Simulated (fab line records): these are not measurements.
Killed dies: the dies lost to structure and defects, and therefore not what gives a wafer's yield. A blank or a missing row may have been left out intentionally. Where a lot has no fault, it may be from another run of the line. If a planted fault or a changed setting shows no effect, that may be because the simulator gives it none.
fab line records	flow sky130
[record] lots = 11	wafers = 33	lastDay = 50
route steps=708 shown SD_N@351 LI_CONTACT@383 LOCAL_INTERCONNECT@389 CONTACT@411
lots that met no fault: from a run of the same line without faults
startH: hours from the record's first day to the start of the lot's first wafer shown	waitH: hours elapsed since this lot's preceding step	" repeats the value in the row above	L1.1+2: a row that stands for several wafers	- no value, or no start was given	* or withheld: withheld	< > ~ a bound
route shown NAME@n: a module of which the file shows steps, and the number in the route of the first	usual: average and standard deviation across the fault-free wafers	same: alike in all rows	chamber/n: place in a boat	sites: the reading at each site	_std_site: the values' standard deviation	_edge_site: the outer-site mean with the inner-site mean subtracted	radiusMm: for every site, how far away it sits from the centre of the wafer	mask NAME#n: copy n	behind: tool/chamber where the wafer was last shaped	hold: what put the lot on hold/how long, in hours/how the hold closed	device: transistor that didn't switch, given as n, p or np	end of line: the same wafers' tests at the end of the route	a step given without rows: its recipe and nothing more	killed: at the first sort, the dies lost to defects and structure; wafer yield is something else	map: per-die view of a wafer (x killed, . not killed, _ where there is no die)
set.NAME: the setting that was run; set.NAME@STEP: the one run at that earlier step	model.NAME: the simulator's own value behind a step, which no gauge read
a sample of lots followed through the steps of the route, with each step as a table and each wafer as a row
services: from which hour (startH, from the record's first day; less than 0 if before it) a tool's chamber was out of use, for how many hours, and why
[[steps]]
[step SKY_SD_N_IMPLANT_09]
[recipe] species = As	energyKev = 50	doseCm2 = 4e+15	tiltDeg = 0
[usual] beamEnergyKeV = 49.999/0.014
lot.wafer	tool	chamber	startH	waitH	beamEnergyKeV
L746.2	implanter-02	0	650.92	0.0	50.005
L746.3	"	0	"	"	49.984
L746.4	"	0	"	"	49.995
L747.2	implanter-01	0	657.62	0.0	50.016
L747.3	"	0	"	"	50.002
L747.6	"	0	"	"	49.988
L749.2	implanter-01	0	681.42	0.0	50.010
L749.5	"	0	"	"	50.002
L749.6	"	0	"	"	49.988
L751.2	implanter-02	0	701.17	0.0	50.008
L751.4	"	0	"	"	50.005
L751.6	"	0	"	"	50.013
L752.1	implanter-04	0	703.85	0.0	49.997
L752.4	"	0	"	"	50.014
L752.5	"	0	"	"	50.004
L754.1	implanter-04	0	725.60	0.0	49.996
L754.5	"	0	"	"	50.006
L754.6	"	0	"	"	50.001
L755.1	implanter-01	0	734.70	0.0	50.020
L755.3	"	0	"	"	49.980
L755.5	"	0	"	"	49.997
L757.1	implanter-04	0	746.45	0.0	50.001
L757.2	"	0	"	"	49.994
L757.6	"	0	"	"	49.997
L758.3	implanter-04	0	754.65	0.1	49.991
L758.4	"	0	"	"	49.996
L758.6	"	0	"	"	49.992
L765.1	implanter-04	0	801.59	0.0	38.276
L765.4	"	0	"	"	38.272
L765.6	"	0	"	"	38.251
L766.1	implanter-04	0	812.35	0.0	38.293
L766.4	"	0	"	"	38.297
L766.6	"	0	"	"	38.314
[step SKY_SD_N_STRIP_11]
[recipe] chemistry = O2/N2	powerW = 1400	pressureMtorr = 1500	platenTempC = withheld	o2FlowSccm = 3000	n2FlowSccm = 300	overashFraction = 0.5
[usual] drypumpMotorCurrentA = 5.44/0.27	oesProductAu = 0.528/0.0048	stripTimeToEndpointS = 22.57/0.046
lot.wafer	tool	chamber	startH	waitH	drypumpMotorCurrentA	oesProductAu	rfHoursCounterH	stripTimeToEndpointS
L746.2	plasmaAsher-01	0	651.20	0.1	5.76	0.527	57	22.66
L746.3	"	0	"	"	5.75	0.528	-	22.64
L746.4	"	1	"	"	5.86	0.520	-	22.66
L747.2	plasmaAsher-04	0	657.89	0.1	4.99	0.531	88	22.62
L747.3	"	1	"	"	5.41	0.524	-	22.61
L747.6	"	1	"	"	5.43	0.533	-	22.65
L749.2	plasmaAsher-01	1	681.69	0.1	5.87	0.528	60	22.52
L749.5	"	1	"	"	5.87	0.537	-	22.55
L749.6	"	0	"	"	5.76	0.514	-	22.57
L751.2	plasmaAsher-01	1	701.44	0.1	5.85	0.521	61	22.55
L751.4	"	0	"	"	5.76	0.525	-	22.51
L751.6	"	0	"	"	5.75	0.527	-	22.56
L752.1	plasmaAsher-04	1	704.15	0.1	5.43	0.522	93	22.55
L752.4	"	0	"	"	5.02	0.530	-	22.57
L752.5	"	1	"	"	5.44	0.528	-	22.57
L754.1	plasmaAsher-02	0	725.90	0.1	5.51	0.523	23	22.58
L754.5	"	1	"	"	5.59	0.529	-	22.58
L754.6	"	0	"	"	5.51	0.527	-	22.58
L755.1	plasmaAsher-02	0	735.00	0.1	5.51	0.524	24	22.58
L755.3	"	1	"	"	5.56	0.523	-	22.64
L755.5	"	0	"	"	5.54	0.524	-	22.54
L757.1	plasmaAsher-02	0	746.75	0.1	5.56	0.534	25	22.58
L757.2	"	1	"	"	5.56	0.526	25	22.57
L757.6	"	1	"	"	5.55	0.526	-	22.62
L758.3	plasmaAsher-04	0	754.93	0.1	5.01	0.531	-	22.60
L758.4	"	1	"	"	5.44	0.529	-	22.57
L758.6	"	1	"	"	5.44	0.533	-	22.56
L765.1	plasmaAsher-04	1	801.89	0.1	5.42	0.555	103	20.79
L765.4	"	0	"	"	4.99	0.555	-	20.79
L765.6	"	0	"	"	4.97	0.547	-	20.76
L766.1	plasmaAsher-04	1	812.65	0.1	5.41	0.551	105	20.76
L766.4	"	1	"	"	5.41	0.541	-	20.72
L766.6	"	0	"	"	4.97	0.552	-	20.68
[step SKY_SD_N_TW_MEAS_12]
[usual] SD_N_TW = 3975/55
lot.wafer	tool	chamber	startH	waitH	SD_N_TW
L746.2	filmMetro-04	-	651.31	0.1	4004
L746.3	"	-	"	"	4011
L746.4	"	-	"	"	4014
L747.2	filmMetro-04	-	658.00	0.1	3996
L747.3	"	-	"	"	4000
L747.6	"	-	"	"	3993
L749.2	filmMetro-01	-	681.80	0.1	3999
L749.5	"	-	"	"	4048
L749.6	"	-	"	"	4016
L751.2	filmMetro-04	-	701.55	0.1	4014
L751.4	"	-	"	"	4014
L751.6	"	-	"	"	3982
L752.1	filmMetro-04	-	704.25	0.1	3982
L752.4	"	-	"	"	3976
L752.5	"	-	"	"	3982
L754.1	filmMetro-02	-	726.00	0.1	3909
L754.5	"	-	"	"	3926
L754.6	"	-	"	"	3926
L755.1	filmMetro-01	-	735.10	0.1	4032
L755.3	"	-	"	"	4043
L755.5	"	-	"	"	4016
L757.1	filmMetro-02	-	746.85	0.1	3903
L757.2	"	-	"	"	3881
L757.6	"	-	"	"	3896
L758.3	filmMetro-02	-	755.02	0.1	3910
L758.4	"	-	"	"	3894
L758.6	"	-	"	"	3902
L765.1	filmMetro-02	-	801.99	0.1	3625
L765.4	"	-	"	"	3650
L765.6	"	-	"	"	3645
L766.1	filmMetro-04	-	812.75	0.1	3760
L766.4	"	-	"	"	3784
L766.6	"	-	"	"	3762
[step SKY_SD_N_RS_MEAS_16]
[recipe] thkMeasGauge = four-point-probe
[usual] SD_N_RS = 68.56/0.1
lot.wafer	tool	chamber	startH	waitH	SD_N_RS[ohm/sq]
L746.2	filmMetro-04	-	651.60	0.1	68.74
L746.3	"	-	"	"	68.55
L746.4	"	-	"	"	68.68
L747.2	filmMetro-01	-	658.29	0.1	68.58
L747.3	"	-	"	"	68.57
L747.6	"	-	"	"	68.59
L749.2	filmMetro-04	-	682.09	0.1	68.72
L749.5	"	-	"	"	68.57
L749.6	"	-	"	"	68.66
L751.2	filmMetro-01	-	701.84	0.1	68.47
L751.4	"	-	"	"	68.49
L751.6	"	-	"	"	68.59
L752.1	filmMetro-04	-	704.54	0.1	68.58
L752.4	"	-	"	"	68.57
L752.5	"	-	"	"	68.75
L754.1	filmMetro-04	-	726.28	0.1	68.52
L754.5	"	-	"	"	68.61
L754.6	"	-	"	"	68.60
L755.1	filmMetro-04	-	735.38	0.1	68.65
L755.3	"	-	"	"	68.53
L755.5	"	-	"	"	68.62
L757.1	filmMetro-04	-	747.13	0.1	68.61
L757.2	"	-	"	"	68.56
L757.6	"	-	"	"	68.69
L758.3	filmMetro-04	-	755.32	0.1	68.59
L758.4	"	-	"	"	68.54
L758.6	"	-	"	"	68.60
L765.1	filmMetro-01	-	802.28	0.1	78.14
L765.4	"	-	"	"	77.85
L765.6	"	-	"	"	77.65
L766.1	filmMetro-01	-	813.03	0.1	77.79
L766.4	"	-	"	"	77.75
L766.6	"	-	"	"	78.12
[step SKY_LI_CONTACT_CVD_21]
[recipe] material = W	targetThkNm = 400	timeS = 120.56	tempC = 400	pressureTorr = 40
[usual] heaterPowerOuterW = 521/34	heaterPowerW = 816/45
lot.wafer	tool	chamber	startH	waitH	heaterPowerOuterW	heaterPowerW
L746.2	cvdW-01	1	681.98	0.0	454	749
L746.3	"	1	"	"	460	753
L746.4	"	0	"	"	531	784
L747.2	cvdW-02	1	688.05	0.0	554	857
L747.3	"	0	"	"	513	823
L747.6	"	1	"	"	537	855
L749.2	cvdW-01	0	712.13	0.0	522	788
L749.5	"	1	"	"	456	731
L749.6	"	0	"	"	522	799
L751.2	cvdW-02	1	730.87	0.0	553	853
L751.4	"	0	"	"	523	801
L751.6	"	1	"	"	554	846
L752.1	cvdW-02	1	734.02	0.0	543	861
L752.4	"	0	"	"	539	820
L752.5	"	0	"	"	516	831
L754.1	cvdW-01	0	755.28	0.0	540	778
L754.5	"	0	"	"	524	785
L754.6	"	1	"	"	455	730
L755.1	cvdW-02	1	764.08	0.0	545	860
L755.3	"	1	"	"	558	850
L755.5	"	1	"	"	543	862
L757.1	cvdW-01	1	775.26	0.0	463	736
L757.2	"	0	"	"	535	796
L757.6	"	1	"	"	457	746
L758.3	cvdW-01	1	784.29	0.1	462	732
L758.4	"	0	"	"	530	790
L758.6	"	1	"	"	456	742
L765.1	cvdW-02	1	829.70	0.0	549	866
L765.4	"	1	"	"	550	858
L765.6	"	1	"	"	549	838
L766.1	cvdW-01	1	841.57	0.0	451	718
L766.4	"	1	"	"	466	752
L766.6	"	1	"	"	457	721
[step SKY_LOCAL_INTERCONNECT_THK_MEAS_02]
[recipe] thkMeasGauge = xrf	reads = TiN_of_LOCAL_INTERCONNECT_SPUTTER_00
[usual] LOCAL_INTERCONNECT_TIN_THK = 100.0/1
lot.wafer	tool	chamber	startH	waitH	LOCAL_INTERCONNECT_TIN_THK[nm]
L746.2	filmMetro-01	-	682.78	0.1	101.7
L746.3	"	-	"	"	101.0
L746.4	"	-	"	"	100.7
L747.2	filmMetro-02	-	688.85	0.1	98.7
L747.3	"	-	"	"	100.1
L747.6	"	-	"	"	100.2
L749.2	filmMetro-01	-	712.93	0.1	101.2
L749.5	"	-	"	"	100.8
L749.6	"	-	"	"	100.9
L751.2	filmMetro-02	-	731.80	0.1	100.1
L751.4	"	-	"	"	100.3
L751.6	"	-	"	"	100.6
L752.1	filmMetro-01	-	734.81	0.1	99.1
L752.4	"	-	"	"	99.1
L752.5	"	-	"	"	99.2
L754.1	filmMetro-03	-	756.07	0.1	100.1
L754.5	"	-	"	"	99.2
L754.6	"	-	"	"	98.7
L755.1	filmMetro-01	-	764.87	0.1	99.4
L755.3	"	-	"	"	99.6
L755.5	"	-	"	"	99.3
L757.1	filmMetro-02	-	776.04	0.1	98.3
L757.2	"	-	"	"	98.1
L757.6	"	-	"	"	98.6
L758.3	filmMetro-02	-	785.14	0.1	98.1
L758.4	"	-	"	"	99.4
L758.6	"	-	"	"	99.9
L765.1	filmMetro-02	-	830.49	0.1	100.1
L765.4	"	-	"	"	99.1
L765.6	"	-	"	"	98.7
L766.1	filmMetro-03	-	842.36	0.1	100.6
L766.4	"	-	"	"	101.3
L766.6	"	-	"	"	100.9
[step SKY_CONTACT_BOW_MEAS_05]
[recipe] mode = bow
[usual] CONTACT_BOW = 80/6.7
lot.wafer	tool	chamber	startH	waitH	CONTACT_BOW[um]
L746.2	filmMetro-04	-	712.93	0.2	83
L746.3	"	-	"	"	79
L746.4	"	-	"	"	83
L747.2	filmMetro-04	-	717.23	0.2	89
L747.3	"	-	"	"	79
L747.6	"	-	"	"	73
L749.2	filmMetro-04	-	741.48	0.1	80
L749.5	"	-	"	"	75
L749.6	"	-	"	"	82
L751.2	filmMetro-03	-	760.08	0.2	80
L751.4	"	-	"	"	83
L751.6	"	-	"	"	75
L752.1	filmMetro-03	-	762.67	0.2	76
L752.4	"	-	"	"	82
L752.5	"	-	"	"	70
L754.1	filmMetro-03	-	784.64	0.2	90
L754.5	"	-	"	"	85
L754.6	"	-	"	"	80
L755.1	filmMetro-01	-	793.38	0.1	78
L755.3	"	-	"	"	77
L755.5	"	-	"	"	86
L757.1	filmMetro-04	-	804.49	0.1	76
L757.2	"	-	"	"	75
L757.6	"	-	"	"	81
L758.3	filmMetro-03	-	813.47	0.2	77
L758.4	"	-	"	"	81
L758.6	"	-	"	"	84
L765.1	filmMetro-04	-	857.90	0.1	71
L765.4	"	-	"	"	74
L765.6	"	-	"	"	72
L766.1	filmMetro-03	-	869.10	0.1	69
L766.4	"	-	"	"	69
L766.6	"	-	"	"	77
[[services]]
tool	chamber	startH	hours	kind
implanter-04	-	633.60	0.5	repair
implanter-02	-	635.71	6.2	repair
plasmaAsher-02	-	644.63	14.6	pm
plasmaAsher-01	-	657.68	0.9	repair
plasmaAsher-01	-	663.05	3.1	repair
implanter-01	-	664.03	2.6	pm
plasmaAsher-01	-	688.58	8.7	repair
cvdW-02	1	689.09	12.7	repair
implanter-04	-	695.43	1.4	repair
cvdW-02	-	697.97	6.9	pm
implanter-04	-	705.12	2.2	repair
plasmaAsher-04	-	723.76	2.8	pm
cvdW-01	-	738.02	0.2	repair
implanter-02	-	760.93	1.7	repair
implanter-02	-	765.85	1.1	repair
plasmaAsher-04	-	775.26	2.3	repair
plasmaAsher-01	-	776.04	47.9	pm
implanter-01	-	792.27	17.6	pm
implanter-02	-	805.39	2.3	repair
cvdW-01	-	807.26	3.8	pm
implanter-02	-	808.41	0.7	repair
implanter-02	-	835.11	1.1	repair
[[key]]
[firstSign] step = SKY_SD_N_IMPLANT_09	reading = beamEnergyKeV	direction = down	sigmas = 99+	usual = *	struck = *
[effect] step = SKY_SD_N_STRIP_11	reading = stripTimeToEndpointS	direction = down	sigmas = 40	usual = *	struck = *
[effect] step = SKY_SD_N_TW_MEAS_12	reading = SD_N_TW	direction = down	sigmas = 4.9	usual = 3975	struck = 3704
[effect] step = SKY_SD_N_RS_MEAS_16	reading = SD_N_RS	direction = up	sigmas = 91	usual = 68.56	struck = 77.88
metAt SKY_SD_N_IMPLANT_09
struckLots L765,L766
testerLeftOut L765,L766
notActingAt SKY_LI_CONTACT_CVD_21,SKY_LOCAL_INTERCONNECT_THK_MEAS_02,SKY_CONTACT_BOW_MEAS_05
onsetBetween 754.65 801.59
[fault] kind = processParameterDrift	tool = implanter-04	chamber = -	onsetH = 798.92	steps = SKY_SD_N_IMPLANT_09	channel = energyKev	offset = *	shape = step	endH = 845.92	actsIn = *	stated = *
// testerLeftOut: of these lots the tester's yield and bins aren't shown, on N5 and GAA mostly nor the transistor test; their killed dies are dies lost to structure and defects alone, not to doping, threshold or leakage, so they don't give the yield
